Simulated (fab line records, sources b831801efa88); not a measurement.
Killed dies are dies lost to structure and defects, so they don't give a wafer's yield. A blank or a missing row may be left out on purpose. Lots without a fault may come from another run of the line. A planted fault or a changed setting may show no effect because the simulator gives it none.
fab line records | flow sky130
record lots=14 wafers=42 last_day=50
route steps=708 shown LI_CONTACT@383 CONTACT@407 METAL2@501 PAD_OPEN@708
lots that met no fault: from a run of the same line without faults
start_h: hours from the record's first day to the start of the lot's first wafer shown | wait_h: hours since the lot's step before | " the same as in the row above | L1.1+2: a row that stands for several wafers | - no value, or no start given | * or withheld: withheld | < > ~ a bound
route shown NAME@n: a module of which the file shows steps, and the number in the route of the first | usual: mean/standard deviation of fault-free wafers | same: alike in all rows | chamber/n: place in a boat | sites: the reading at each site | _std_site: their standard deviation | _edge_site: outer sites' mean less inner sites' | radius_mm: how far each site lies from the wafer's centre | mask NAME#n: copy n | behind: the tool/chamber that last shaped the wafer | hold: why the lot was held/for how many hours/how that ended | device: the transistor (n, p or np) that didn't switch | end of line: the same wafers' tests at the end of the route | a step without rows: its recipe alone | killed: dies lost to structure and defects at the first sort, not the wafer's yield | map: a wafer's dies, x killed, . not, _ none there
set.NAME: the setting as run; set.NAME@STEP: as run at that earlier step | model.NAME: the simulator's own value behind a step, which no gauge read
steps of the route over a sample of lots; a table a step, a row a wafer
services: from which hour (start_h, from the record's first day; less than 0 if before it) a tool's chamber was out of use, for how many hours, and why
## steps
# step SKY_LI_CONTACT_CVD_21
# recipe material=W target_thk_nm=400 time_s=120.56 temp_c=400 pressure_torr=40
# usual chamber_pressure_Torr=40.01/0.093 heater_power_w=903/110 susceptor_temp_C=399.96/0.25
# columns lot.wafer tool chamber start_h wait_h chamber_pressure_Torr heater_power_w susceptor_temp_C
L686.1 cvd_w-02 1 681.56 0.0 40.04 1040 400.04
L686.3 " 0 " " 39.92 796 399.70
L686.6 " 1 " " 40.02 1041 399.87
L687.1 cvd_w-01 1 686.61 0.0 39.93 819 400.49
L687.4 " 1 " " 39.99 780 400.16
L687.6 " 0 " " 40.03 975 400.29
L688.1 cvd_w-02 1 698.66 0.0 40.02 1046 399.97
L688.3 " 1 " " 40.15 1019 399.67
L688.4 " 0 " " 40.08 792 399.87
L689.1 cvd_w-02 1 708.02 0.0 40.12 1040 400.05
L689.2 " 0 " " 40.00 774 399.88
L689.5 " 1 " " 39.94 1037 399.90
L692.1 cvd_w-02 0 731.46 0.0 40.01 790 400.07
L692.3 " 1 " " 40.12 1011 399.63
L692.4 " 0 " " 40.12 776 399.84
L694.2 cvd_w-01 1 746.83 0.0 39.95 797 399.84
L694.5 " 1 " " 40.02 811 399.57
L694.6 " 0 " " 39.90 987 399.95
L696.2 cvd_w-02 1 760.07 0.0 40.12 1019 399.72
L696.4 " 1 " " 40.18 1020 400.01
L696.5 " 0 " " 40.06 781 400.02
L697.3 cvd_w-02 0 772.56 0.1 39.88 771 400.02
L697.4 " 1 " " 40.04 1072 400.02
L697.5 " 1 " " 39.99 1001 399.95
L699.2 cvd_w-02 1 783.99 0.0 40.08 1029 399.98
L699.3 " 0 " " 39.90 792 399.77
L699.6 " 0 " " 39.95 769 399.72
L703.1 cvd_w-02 0 824.47 0.0 39.94 800 400.25
L703.2 " 1 " " 39.95 1030 399.71
L703.6 " 0 " " 40.07 764 400.23
L705.1 cvd_w-02 1 826.06 0.0 40.06 1039 400.11
L705.3 " 1 " " 40.07 1044 400.26
L705.4 " 0 " " 39.98 794 399.97
L706.3 cvd_w-02 1 832.00 0.1 40.15 1033 400.07
L706.5 " 0 " " 39.86 797 400.01
L706.6 " 1 " " 40.11 1054 400.24
L707.1 cvd_w-02 0 841.39 0.0 40.29 781 399.73
L707.4 " 1 " " 39.98 1049 399.80
L707.6 " 1 " " 39.95 1011 400.08
L708.1 cvd_w-02 1 848.86 0.0 40.13 1033 399.95
L708.3 " 0 " " 39.99 794 399.79
L708.6 " 1 " " 39.94 1098 399.79
# step SKY_CONTACT_THK_MEAS_01
# recipe reads=Si3N4_of_CONTACT_CVD_00
# usual CONTACT_CVD_00_THK=74.9/0.89
# columns lot.wafer tool chamber start_h wait_h CONTACT_CVD_00_THK[nm]
L686.1 film_metro-02 - 711.04 - 75.3
L686.3 " - " " 74.1
L686.6 " - " " 75.9
L687.1 film_metro-02 - 716.55 - 74.4
L687.4 " - " " 76.2
L687.6 " - " " 75.3
L688.1 film_metro-03 - 728.84 - 73.6
L688.3 " - " " 73.3
L688.4 " - " " 75.2
L689.1 film_metro-03 - 737.51 - 74.8
L689.2 " - " " 73.9
L689.5 " - " " 76.4
L692.1 film_metro-04 - 760.49 - 74.9
L692.3 " - " " 74.1
L692.4 " - " " 75.6
L694.2 film_metro-02 - 776.00 - 73.8
L694.5 " - " " 75.9
L694.6 " - " " 75.2
L696.2 film_metro-02 - 788.98 - 75.2
L696.4 " - " " 76.8
L696.5 " - " " 76.6
L697.3 film_metro-03 - 800.75 - 74.0
L697.4 " - " " 75.4
L697.5 " - " " 75.3
L699.2 film_metro-03 - 811.54 - 75.0
L699.3 " - " " 73.9
L699.6 " - " " 75.7
L703.1 film_metro-03 - 851.97 - 74.3
L703.2 " - " " 73.9
L703.6 " - " " 75.3
L705.1 film_metro-02 - 853.65 - 73.3
L705.3 " - " " 73.3
L705.4 " - " " 74.9
L706.3 film_metro-03 - 859.94 - 74.2
L706.5 " - " " 75.2
L706.6 " - " " 75.2
L707.1 film_metro-03 - 868.68 - 74.6
L707.4 " - " " 75.9
L707.6 " - " " 75.2
L708.1 film_metro-02 - 876.91 - 75.1
L708.3 " - " " 75.4
L708.6 " - " " 75.8
# step SKY_CONTACT_OVL_MEAS_15
# usual CONTACT_OVL=2/5.1
# columns lot.wafer tool chamber start_h wait_h CONTACT_OVL[nm]
L686.1 overlay-01 - 739.09 0.1 -1
L686.3 " - " " 4
L686.6 " - " " -1
L687.1 overlay-01 - 744.49 0.1 3
L687.4 " - " " 2
L687.6 " - " " 2
L688.1 overlay-02 - 757.72 0.1 -5
L688.3 " - " " -4
L688.4 " - " " -1
L689.1 overlay-01 - 765.56 0.1 -3
L689.2 " - " " 3
L689.5 " - " " 1
L692.1 overlay-02 - 788.54 0.1 5
L692.3 " - " " 16
L692.4 " - " " 3
L694.2 overlay-01 - 803.80 0.1 -5
L694.5 " - " " 5
L694.6 " - " " 1
L696.2 overlay-02 - 816.09 0.1 5
L696.4 " - " " 3
L696.5 " - " " 2
L697.3 overlay-01 - 827.50 0.1 7
L697.4 " - " " 5
L697.5 " - " " 2
L699.2 overlay-02 - 838.15 0.1 0
L699.3 " - " " -9
L699.6 " - " " 1
L703.1 overlay-02 - 877.99 0.1 -4
L703.2 " - " " -1
L703.6 " - " " -2
L705.1 overlay-02 - 880.09 0.1 6
L705.3 " - " " 8
L705.4 " - " " 11
L706.3 overlay-02 - 886.74 0.1 4
L706.5 " - " " 1
L706.6 " - " " -3
L707.1 overlay-02 - 895.55 0.1 -5
L707.4 " - " " 3
L707.6 " - " " 8
L708.1 overlay-02 - 903.24 0.1 6
L708.3 " - " " -5
L708.6 " - " " 7
# step SKY_METAL2_ETCH_18
# recipe chemistry=N2/H2 target=BARC ion_energy_ev=200 bias_w=100 pressure_mtorr=30 n2_flow_sccm=100 h2_flow_sccm=200 icp_w=500 stop_on=SiO2 time_s=45.9 target_depth_a=600
# usual chamber_pressure_mTorr=29.997/0.028 drypump_motor_current_A=5.5/0.3 oes_product_au=0.855/0.0043 throttle_valve_pct=13.224/0.0083
# columns lot.wafer tool chamber start_h wait_h chamber_pressure_mTorr drypump_motor_current_A oes_product_au rf_hours_counter_h throttle_valve_pct
L686.1 rie_metal-04 1 823.50 0.0 29.964 6.1 0.854 13 13.216
L686.3 " 0 " " 30.016 5.7 0.863 - 13.225
L686.6 " 0 " " 30.033 5.7 0.855 - 13.231
L687.1 rie_metal-02 0 828.28 0.0 30.009 5.4 0.854 11 13.225
L687.4 " 0 " " 30.027 5.3 0.854 - 13.220
L687.6 " 1 " " 30.024 5.4 0.851 - 13.220
L688.1 rie_metal-04 0 841.86 0.0 29.946 5.7 0.858 5 13.216
L688.3 " 1 " " 30.030 6.1 0.855 - 13.232
L688.4 " 0 " " 30.006 5.7 0.853 - 13.223
L689.1 rie_metal-02 1 850.11 0.0 30.014 5.4 0.862 8 13.239
L689.2 " 0 " " 29.981 5.3 0.854 12 13.221
L689.5 " 0 " " 29.992 5.4 0.858 - 13.220
L692.1 rie_metal-02 1 873.53 0.0 29.994 5.4 0.852 9 13.233
L692.3 " 1 " " 30.008 5.4 0.855 - 13.231
L692.4 " 0 " " 29.986 5.4 0.861 - 13.200
L694.2 rie_metal-04 1 888.21 0.0 30.019 6.0 0.854 16 13.226
L694.5 " 1 " " 29.979 6.1 0.852 - 13.221
L694.6 " 0 " " 29.979 5.7 0.859 - 13.231
L696.2 rie_metal-01 0 897.97 0.0 30.065 5.4 0.863 14 13.222
L696.4 " 1 " " 29.931 5.1 0.854 - 13.220
L696.5 " 1 " " 29.989 5.1 0.846 - 13.218
L697.3 rie_metal-01 0 909.11 0.0 30.052 5.4 0.857 - 13.228
L697.4 " 1 " " 30.020 5.1 0.850 - 13.223
L697.5 " 1 " " 30.010 5.1 0.854 - 13.238
L699.2 rie_metal-01 0 919.11 0.0 29.975 5.4 0.861 15 13.227
L699.3 " 0 " " 30.042 5.4 0.858 - 13.222
L699.6 " 1 " " 29.970 5.1 0.864 - 13.229
L703.1 rie_metal-02 0 961.65 0.0 29.993 5.4 0.853 17 13.220
L703.2 " 1 " " 29.954 5.4 0.856 13 13.226
L703.6 " 1 " " 30.029 5.4 0.862 - 13.222
L705.1 rie_metal-02 1 962.35 0.0 29.993 5.4 0.854 14 13.228
L705.3 " 1 " " 30.009 5.4 0.852 - 13.218
L705.4 " 0 " " 30.002 5.3 0.860 - 13.241
L706.3 rie_metal-04 1 966.18 0.0 29.987 6.1 0.857 - 13.209
L706.5 " 0 " " 29.977 5.7 0.860 - 13.232
L706.6 " 1 " " 29.972 6.1 0.856 - 13.231
L707.1 rie_metal-02 0 972.02 0.0 30.013 5.3 0.853 18 13.227
L707.4 " 1 " " 30.044 5.4 0.853 - 13.225
L707.6 " 0 " " 29.978 5.4 0.854 - 13.224
L708.1 rie_metal-04 0 984.36 0.0 29.975 5.7 0.854 11 13.241
L708.3 " 0 " " 30.010 5.7 0.857 - 13.230
L708.6 " 0 " " 29.987 5.7 0.846 - 13.217
# step SKY_METAL2_STRIP_20
# recipe chemistry=O2/N2 power_w=1400 pressure_mtorr=1500 platen_temp_c=withheld o2_flow_sccm=3000 n2_flow_sccm=300 overash_fraction=0.5
# usual chamber_pressure_mTorr=1499.8/1.3 drypump_motor_current_A=5.8/0.64 oes_product_au=0.342/0.0047 strip_time_to_endpoint_s=2.68/0.033
# same overash_fraction=0.5
# columns lot.wafer tool chamber start_h wait_h chamber_pressure_mTorr drypump_motor_current_A oes_product_au rf_hours_counter_h strip_time_to_endpoint_s
L686.1 plasma_asher-04 1 823.66 0.1 1499.4 5.3 0.346 65 2.73
L686.3 " 1 " " 1497.1 5.3 0.342 - 2.74
L686.6 " 1 " " 1499.6 5.3 0.337 - 2.73
L687.1 plasma_asher-03 0 828.43 0.1 1498.6 6.0 0.345 8 2.70
L687.4 " 0 " " 1498.3 6.0 0.346 - 2.69
L687.6 " 0 " " 1500.5 6.0 0.337 - 2.71
L688.1 plasma_asher-01 1 842.01 0.1 1498.7 6.1 0.341 105 2.69
L688.3 " 0 " " 1499.1 4.9 0.345 - 2.69
L688.4 " 1 " " 1500.8 6.1 0.342 - 2.70
L689.1 plasma_asher-04 1 850.26 0.1 1499.7 5.3 0.340 68 2.70
L689.2 " 0 " " 1499.0 6.6 0.346 68 2.63
L689.5 " 1 " " 1499.6 5.3 0.341 - 2.63
L692.1 plasma_asher-04 0 873.69 0.1 1499.4 6.6 0.337 70 2.70
L692.3 " 0 " " 1499.3 6.6 0.338 - 2.68
L692.4 " 1 " " 1500.1 5.3 0.346 - 2.67
L694.2 plasma_asher-04 0 888.36 0.1 1501.2 6.6 0.337 72 2.70
L694.5 " 0 " " 1499.5 6.6 0.347 - 2.71
L694.6 " 1 " " 1499.8 5.3 0.331 - 2.69
L696.2 plasma_asher-04 0 898.12 0.1 1500.9 6.6 0.348 73 2.68
L696.4 " 0 " " 1496.7 6.6 0.339 - 2.65
L696.5 " 1 " " 1498.4 5.3 0.339 - 2.63
L697.3 plasma_asher-04 1 909.27 0.1 1497.5 5.3 0.325 - 2.38
L697.4 " 0 " " 1500.5 6.6 0.328 - 2.35
L697.5 " 0 " " 1500.7 6.6 0.340 - 2.36
L699.2 plasma_asher-03 0 919.26 0.1 1500.7 6.1 0.331 17 2.40
L699.3 " 1 " " 1500.9 5.9 0.330 - 2.43
L699.6 " 0 " " 1500.4 6.0 0.326 - 2.32
L703.1 plasma_asher-04 0 961.85 0.1 1499.7 6.6 0.343 80 2.61
L703.2 " 1 " " 1497.1 5.3 0.345 80 2.68
L703.6 " 1 " " 1500.3 5.3 0.337 - 2.69
L705.1 plasma_asher-01 0 962.55 0.1 1499.3 4.9 0.346 116 2.73
L705.3 " 0 " " 1499.5 4.9 0.343 - 2.70
L705.4 " 1 " " 1500.7 6.1 0.343 - 2.67
L706.3 plasma_asher-04 0 966.34 0.1 1500.2 6.6 0.350 - 2.71
L706.5 " 0 " " 1499.6 6.6 0.345 - 2.73
L706.6 " 1 " " 1497.1 5.2 0.350 - 2.72
L707.1 plasma_asher-04 1 972.22 0.1 1499.0 5.3 0.342 82 2.66
L707.4 " 1 " " 1501.6 5.3 0.343 - 2.70
L707.6 " 0 " " 1501.4 6.6 0.340 - 2.67
L708.1 plasma_asher-01 0 984.51 0.1 1501.6 4.9 0.344 117 2.71
L708.3 " 0 " " 1499.9 4.9 0.351 - 2.75
L708.6 " 0 " " 1498.5 4.9 0.340 - 2.72
# step SKY_PAD_OPEN_PROBE_99
# usual defect_limited_yield=82.1/1.8 killed_at_M0_to_M3=44/6.2 killed_at_M4_up=3.3/1.7 killed_at_contacts=24/4.9 killed_at_front_end=16/5 killed_at_other=0.3/0.48 killed_dies=88/9 killed_open=48/7 killed_short=39/6.1 sort_bin_3_pad_short=0.9/0.46 sort_bin_5_function=10.6/1.4 sort_bin_6_memory=6.4/1.1 sort_n_pass=404/9 sort_yield_pct=82.1/1.8
# same gross_dies=492 killed_at_back_side=0 sort_bin_4_leakage[%]=0 sort_bin_8_speed[%]=0
# columns lot.wafer tool chamber start_h wait_h defect_limited_yield[%] killed_at_M0_to_M3 killed_at_M4_up killed_at_contacts killed_at_front_end killed_at_other killed_dies killed_open killed_short sort_bin_3_pad_short[%] sort_bin_5_function[%] sort_bin_6_memory[%] sort_n_pass sort_yield_pct[%]
L696.2 prober-01 - 1133.74 0.1 83.1 36 4 29 13 1 83 44 39 1.0 8.5 7.3 409 83.1
L696.4 prober-01 - 1133.84 0.2 81.7 43 4 26 16 1 90 45 42 0.8 9.8 7.7 402 81.7
L696.5 prober-01 - 1133.89 0.2 81.3 50 4 24 14 0 92 40 50 1.2 10.8 6.7 400 81.3
# killed by level:class
L696.2 LI_CONTACT:geometric_particle:open=9 CONTACT:geometric_particle:open=8 VIA2:geometric_particle:open=6 VIA1:geometric_particle:open=5 METAL2:geometric_particle:short=5 METAL1:geometric_particle:short=5 VIA1:geometric_particle:short=5 LOCAL_INTERCONNECT:geometric_particle:short=4
L696.4 VIA1:geometric_particle:open=13 CONTACT:geometric_particle:open=10 LI_CONTACT:geometric_particle:open=8 METAL2:geometric_particle:short=7 METAL1:geometric_particle:short=5 METAL3:geometric_particle:short=5 POLY_GATE:geometric_particle:short=4 CONTACT:geometric_particle:short=4
L696.5 METAL1:geometric_particle:short=12 METAL2:geometric_particle:short=11 LI_CONTACT:geometric_particle:open=10 VIA1:geometric_particle:open=6 POLY_GATE:geometric_particle:short=4 CONTACT:geometric_particle:open=4 VIA2:geometric_particle:open=4 VIA2:geometric_particle:short=4
## services
# columns tool chamber start_h hours kind
rie_metal-01 0 673.90 2.5 repair
plasma_asher-04 - 695.97 2.8 pm
plasma_asher-03 - 733.75 9.0 pm
plasma_asher-01 - 744.25 4.4 repair
plasma_asher-04 - 766.47 1.9 repair
cvd_w-02 - 766.62 2.8 pm
plasma_asher-03 - 770.43 4.1 repair
rie_metal-04 - 774.45 0.9 repair
cvd_w-01 - 774.73 0.7 repair
rie_metal-02 - 790.60 0.3 repair
cvd_w-01 1 816.50 5.7 repair
cvd_w-01 - 830.44 5.0 repair
cvd_w-01 1 842.17 4.9 repair
plasma_asher-03 - 863.12 4.8 repair
plasma_asher-01 - 864.83 2.8 pm
cvd_w-02 0 890.49 5.7 repair
cvd_w-02 - 899.27 2.4 repair
cvd_w-02 - 904.00 14.0 pm
plasma_asher-01 - 905.74 4.1 repair
rie_metal-02 - 911.49 0.7 repair
plasma_asher-01 - 913.01 3.3 repair
plasma_asher-01 - 969.09 14.6 pm
rie_metal-01 - 972.93 1.4 pm
rie_metal-02 - 980.57 0.7 repair
## key
first_sign step=SKY_METAL2_STRIP_20 reading=strip_time_to_endpoint_s direction=down sigmas=9.3 usual=* struck=*
effect step=SKY_METAL2_STRIP_20 reading=oes_product_au direction=down sigmas=2.6 usual=0.342 struck=0.330
met_at SKY_METAL2_ETCH_18
struck_lots L697,L699
not_acting_at SKY_LI_CONTACT_CVD_21,SKY_CONTACT_THK_MEAS_01,SKY_CONTACT_OVL_MEAS_15
onset_between 897.97 909.11
fault kind=process_parameter_drift tool=rie_metal-01 chamber=- onset_h=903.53 steps=SKY_METAL2_ETCH_18 channel=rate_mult offset=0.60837 shape=step end_h=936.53
